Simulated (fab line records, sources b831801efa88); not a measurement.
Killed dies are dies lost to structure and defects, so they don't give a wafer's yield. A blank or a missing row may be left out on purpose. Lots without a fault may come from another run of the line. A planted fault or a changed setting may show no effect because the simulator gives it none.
Which tool did it? | flow sky130 | 11 lots, 33 wafers sampled, at 5 steps of a route of 708

WHAT THE GAUGES READ, wafer by wafer
SKY_LDD_HVP_TW_MEAS_10.
lot  | measured     | on            | LDD_HVP_TW
L615 | day 22 18:18 | film_metro-02 | 464 461 463
L618 | day 23 08:47 | film_metro-02 | 463 462 460
L621 | day 24 12:58 | film_metro-02 | 460 464 460
L623 | day 25 02:27 | film_metro-01 | 451 449 448
L624 | day 25 08:49 | film_metro-02 | 459 460 460
L625 | day 25 19:22 | film_metro-02 | 458 459 460
L628 | day 27 08:49 | film_metro-01 | 445 447 444
L629 | day 27 09:23 | film_metro-01 | 446 446 445
L630 | day 27 18:37 | film_metro-04 | 460 462 462
L637 | day 29 23:38 | film_metro-04 | 461 461 460
L638 | day 30 09:56 | film_metro-01 | 449 450 450

SKY_SD_N_RS_MEAS_16: measures by four-point-probe.
lot  | measured     | on            | SD_N_RS (ohm/sq)
L615 | day 29 00:51 | film_metro-02 | 68.65 68.48 68.48
L618 | day 29 16:23 | film_metro-02 | 68.53 68.60 68.67
L621 | day 30 18:30 | film_metro-02 | 68.53 68.60 68.73
L623 | day 31 07:07 | film_metro-03 | 68.65 68.75 68.40
L624 | day 31 11:16 | film_metro-04 | 68.58 68.52 68.60
L625 | day 31 22:18 | film_metro-04 | 68.84 68.70 68.66
L628 | day 33 08:06 | film_metro-02 | 68.90 68.58 68.74
L629 | day 33 12:02 | film_metro-03 | 67.75 67.76 67.71
L630 | day 33 19:37 | film_metro-04 | 67.73 67.52 67.63
L637 | day 35 21:25 | film_metro-03 | 68.57 68.55 68.63
L638 | day 36 05:41 | film_metro-04 | 68.54 68.55 68.60

WHICH TOOL RAN EACH LOT (tool, then ch and the chambers of the sampled wafers, then the start)
lot  | SKY_POLY_CUT_STRIP_12                | SKY_SD_N_IMPLANT_09             | SKY_SD_N_STRIP_11
L615 | plasma_asher-04 ch 1, day 25 08:29   | implanter-03 ch 0, day 29 00:10 | plasma_asher-03 ch 0,1, day 29 00:28
L618 | plasma_asher-04 ch 0,1, day 26 00:44 | implanter-02 ch 0, day 29 15:42 | plasma_asher-04 ch 0,1, day 29 16:00
L621 | plasma_asher-04 ch 0,1, day 27 03:13 | implanter-02 ch 0, day 30 17:49 | plasma_asher-04 ch 0,1, day 30 18:05
L623 | plasma_asher-04 ch 0,1, day 27 17:07 | implanter-02 ch 0, day 31 06:25 | plasma_asher-03 ch 0,1, day 31 06:43
L624 | plasma_asher-02 ch 0,1, day 27 22:08 | implanter-02 ch 0, day 31 10:34 | plasma_asher-01 ch 0,1, day 31 10:51
L625 | plasma_asher-03 ch 0,1, day 28 09:32 | implanter-02 ch 0, day 31 21:37 | plasma_asher-01 ch 0,1, day 31 21:53
L628 | plasma_asher-02 ch 0,1, day 29 20:41 | implanter-04 ch 0, day 33 07:25 | plasma_asher-01 ch 1, day 33 07:43
L629 | plasma_asher-04 ch 0,1, day 29 23:08 | implanter-02 ch 0, day 33 11:17 | plasma_asher-01 ch 0,1, day 33 11:35
L630 | plasma_asher-04 ch 0,1, day 30 07:20 | implanter-02 ch 0, day 33 18:56 | plasma_asher-04 ch 0,1, day 33 19:14
L637 | plasma_asher-02 ch 0,1, day 32 11:25 | implanter-04 ch 0, day 35 20:44 | plasma_asher-04 ch 0,1, day 35 21:00
L638 | plasma_asher-04 ch 0,1, day 32 20:43 | implanter-03 ch 0, day 36 05:00 | plasma_asher-01 ch 0,1, day 36 05:18
- SKY_POLY_CUT_STRIP_12: strips in O2/N2.
- SKY_SD_N_IMPLANT_09
- SKY_SD_N_STRIP_11: strips in O2/N2.

WHAT THE TOOLS THEMSELVES READ (means of the sampled wafers that have a number; where no wafer has one, the mark that the record gives instead)
SKY_POLY_CUT_STRIP_12.
lot  | tool            | drypump_motor_current_A (A) | oes_product_au (a.u.) | strip_time_to_endpoint_s (s)
L615 | plasma_asher-04 | 5.64                        | 0.452                 | 5.364
L618 | plasma_asher-04 | 5.61                        | 0.455                 | 5.377
L621 | plasma_asher-04 | 5.56                        | 0.453                 | 5.375
L623 | plasma_asher-04 | 5.59                        | 0.456                 | 5.392
L624 | plasma_asher-02 | 5.41                        | 0.454                 | 5.341
L625 | plasma_asher-03 | 5.70                        | 0.452                 | 5.348
L628 | plasma_asher-02 | 5.47                        | 0.452                 | 5.335
L629 | plasma_asher-04 | 5.59                        | 0.451                 | 5.360
L630 | plasma_asher-04 | 5.57                        | 0.448                 | 5.374
L637 | plasma_asher-02 | 5.42                        | 0.454                 | 5.357
L638 | plasma_asher-04 | 5.59                        | 0.445                 | 5.352

SKY_SD_N_IMPLANT_09.
lot  | tool         | beam_energy_keV
L615 | implanter-03 | 49.984
L618 | implanter-02 | 49.983
L621 | implanter-02 | 49.999
L623 | implanter-02 | 50.014
L624 | implanter-02 | 49.997
L625 | implanter-02 | 49.991
L628 | implanter-04 | 50.050
L629 | implanter-02 | 51.294
L630 | implanter-02 | 51.262
L637 | implanter-04 | 50.017
L638 | implanter-03 | 50.003

SKY_SD_N_STRIP_11.
lot  | tool            | drypump_motor_current_A (A) | oes_product_au (a.u.) | strip_time_to_endpoint_s (s)
L615 | plasma_asher-03 | 6.0                         | 0.525                 | 22.55
L618 | plasma_asher-04 | 5.5                         | 0.529                 | 22.56
L621 | plasma_asher-04 | 5.5                         | 0.527                 | 22.60
L623 | plasma_asher-03 | 5.7                         | 0.531                 | 22.57
L624 | plasma_asher-01 | 6.5                         | 0.526                 | 22.56
L625 | plasma_asher-01 | 6.4                         | 0.530                 | 22.54
L628 | plasma_asher-01 | 6.5                         | 0.529                 | 22.58
L629 | plasma_asher-01 | 6.4                         | 0.525                 | 22.66
L630 | plasma_asher-04 | 5.5                         | 0.520                 | 22.76
L637 | plasma_asher-04 | 5.5                         | 0.524                 | 22.54
L638 | plasma_asher-01 | 6.4                         | 0.526                 | 22.55

THE ANSWER, worked out from the rows above alone
Rule: what is usual is taken from the lots themselves. Put in order of their means at a reading, lots are off if they are a third of the lots or fewer, leave a main group of 4 or more, and stand apart from it by a gap of 3 or more times the standard deviation of the main group's means; of several such gaps the widest counts. A main group whose means are all the same, to the digits that the tables above print for the reading, isn't used. A lot without any number at a reading at which 4 lots or more have one is off too. The other lots that the step has rows for count as sound. The gauges are gone through in route order, then the tools' own readings, and for those a lot's mean is taken as printed above. The first step at which some lot is off is used, and at that step the reading that is off furthest; a lot without a number counts as furthest.
Off: L629, L630, at SKY_SD_N_RS_MEAS_16 (SD_N_RS). The main group: mean 68.62 ohm/sq, standard deviation 0.069.
A tool fits if, at a process step before that reading, it ran every lot that is off, and no sound lot after the first of them. The gauges at SKY_SD_N_RS_MEAS_16 aren't tried: what is off there is off at SKY_SD_N_IMPLANT_09 too, on other tools, and a gauge's error can't cause that. One fits: implanter-02 at SKY_SD_N_IMPLANT_09. Its last sound lot is L625 (day 31 21:37), its first lot that is off L629 (day 33 11:17): a fault that began between those two fits.
The tool's own readings at SKY_SD_N_IMPLANT_09 bear it out: on the lots that are off they differ by more than 5 times the standard deviation of the sound lots' means. beam_energy_keV reads 51.278 there against 50.004 on the sound lots.

WHAT THE SIMULATOR HAD PUT IN
Process parameter drift: implanter-02, from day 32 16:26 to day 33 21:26, at SKY_SD_N_IMPLANT_09. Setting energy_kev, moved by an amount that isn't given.
Lots struck among those shown: L629, L630. The rule above found the same.
